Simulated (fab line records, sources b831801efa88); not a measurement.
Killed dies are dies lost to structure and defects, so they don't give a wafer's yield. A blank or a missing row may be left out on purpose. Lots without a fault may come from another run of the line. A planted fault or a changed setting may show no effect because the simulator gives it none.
Chamber matching | flow gf180mcu | GF_STI_ETCH_14 on rie_si-01: 4 sister chambers
The step etches Si in HBr/Cl2/O2, target depth 360 nm, time 102.9 s. 4 wafers are shown with their chamber, then 7 later ones without.

WAFERS WITH THEIR CHAMBER
wafer  | chamber | oes_product_au (a.u.)
L554.1 | 1       | 1.019
L554.6 | 2       | 1.011
L555.2 | 3       | 1.018
L555.4 | 0       | 0.988

WAFERS WITHOUT THEIR CHAMBER
wafer  | oes_product_au (a.u.)
L555.5 | 0.990
L568.1 | 1.012
L568.2 | 1.008
L568.6 | 1.005
L572.1 | 1.016
L572.3 | 1.019
L572.6 | 1.030

WHICH CHAMBER EACH WENT THROUGH
wafer  | from the rows above          | in truth
L555.5 | 0                            | 0
L568.1 | can't be placed: 2 or 3 or 1 | 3
L568.2 | can't be placed: 2 or 3 or 1 | 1
L568.6 | can't be placed: 2 or 3 or 1 | 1
L572.1 | can't be placed: 3 or 1 or 2 | 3
L572.3 | can't be placed: 1 or 3 or 2 | 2
L572.6 | can't be placed: 1 or 3 or 2 | 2
Placed correctly: 1 of 7. Can't be placed from these rows: 6 (the true chamber is among the candidates in 6). Placed wrongly: 0.
How it was worked out, from the rows above alone: a wafer's distance from a chamber is the root of the sum, over the readings, of the square of ((its reading less the chamber's mean) divided by the reading's scatter). The wafer belongs to the nearest chamber; if the next one is less than 2 further off, it can't be placed. A chamber's mean is the mean of its shown wafers. The scatter: with one shown wafer a chamber, the root of the mean of the squares of how far each hidden wafer lies from its nearest shown one.
